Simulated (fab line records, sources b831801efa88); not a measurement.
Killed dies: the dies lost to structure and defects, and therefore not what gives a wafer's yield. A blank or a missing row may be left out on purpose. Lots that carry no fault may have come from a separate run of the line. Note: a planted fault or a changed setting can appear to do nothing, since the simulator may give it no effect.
Code-filled problem report in 8D (eight disciplines) form ; flow gf180mcu ; the parts of the form that need people (team, actions taken, sign-off) are left out

## 1. THE ISSUE
Mean M3_ALCU_RS at GF_M3_RS_MEAS_05: 0.0726 ohm/sq over 3 wafers in 2 lots; fault-free wafers: 0.0694 ohm/sq, standard deviation 0.0007. Relative to the usual mean, that is a shift of +4.6 standard deviations.
The step: measures by four-point-probe.
The first sign was on wafer L343.1 at day 22 23:41, on film_metro-03. The record has a number at this step for 33 wafers belonging to 11 lots. Rule for "out", or "out of limits": more than 4 standard deviations from the usual mean. All remaining wafers that have a number are taken as sound.

## 2. WHAT IT IS; WHAT IT IS NOT
question;is;is not
which readings at this step;M3_ALCU_RS;-
which lots;L343, L344;L337, L338, L340, L341, L342, L353, L355, L356, L359
which wafers of those lots;L343.1, L344.3, L344.5;L343.4, L343.6, L344.2
read on which gauges;film_metro-01, film_metro-03;film_metro-04
when;from day 22 23:41;"up to then (17 sound wafers); but 13 sound wafers of L344, L353, L355, L356, L359 came after"

## 3. WHAT RULES OUT EACH SUSPECT
Counting: if a tool at a process step up to the reading ran every lot that is out, it stays a suspect. Sound lots after the first of them don't rule it out here, since some wafers of a struck lot are sound.
- the gauge at GF_M3_RS_MEAS_05 is ruled out. The wafers that are out were read on 2 gauges (film_metro-01, film_metro-03).
- plasma_asher-04 at GF_M2_STRIP_17 (strips in O2/N2): kept. Every lot that is out went through it, the first being L343 (day 21 21:46); the last sound lot it ran before that was L342 (day 21 10:43).
- pvd_sputter-01 at GF_M3_SPUTTER_02 (material AlCu, target thk 450 nm, time 23.9 s): kept. Every lot that is out went through it, the first being L343 (day 22 23:36); the last sound lot it ran before that was L342 (day 22 13:20). On those wafers its own readings are out: chamber_pressure_pa.
The count leaves pvd_sputter-01 at GF_M3_SPUTTER_02 and plasma_asher-04 at GF_M2_STRIP_17.

## 4. THE CAUSE (what the simulator had put in)
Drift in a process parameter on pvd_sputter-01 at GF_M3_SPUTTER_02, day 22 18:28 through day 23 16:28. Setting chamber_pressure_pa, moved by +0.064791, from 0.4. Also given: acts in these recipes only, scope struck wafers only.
Of the 2 suspects that counting leaves, this tool is one.

## 5. THE CHAIN OF EFFECTS, in route order
Each row: a reading where the mean over the struck wafers with a number is more than 3 standard deviations away from the usual. Scope: only readings with a usual standard deviation given in the record; hours: median across lots of the time from each lot's start at the first step in this table that gives one to its start at this step; sigmas: change in usual standard deviations.
hours;step;reading;usual;on struck wafers;change;sigmas
0;GF_M3_SPUTTER_02;chamber_pressure_pa;0.4000 Pa;0.4648;+0.0648;+74
0;GF_M3_RS_MEAS_05;M3_ALCU_RS;0.0694 ohm/sq;0.0726;+0.0032;+4.6
0;GF_M3_THK_MEAS_06;M3_ALCU_THK;443 nm;425;-18;-3.8
Process steps it contains:
- GF_M3_SPUTTER_02: material AlCu, target thk 450 nm, time 23.9 s.

## 6. WHAT WOULD HAVE CAUGHT IT SOONER
5 hours passed between the start of the fault at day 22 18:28 and the first reading out of limits at a measuring or inspecting step in this record, taken at day 22 23:41.
Tool's own readings at GF_M3_SPUTTER_02, chamber_pressure_pa: out on all struck wafers the step has rows for; an alarm limit on them would have tripped on the first.
Of the lots that are out (2), L344 began GF_M3_SPUTTER_02 on pvd_sputter-01 after day 22 23:41. A hold on the tool at that time would have spared it.
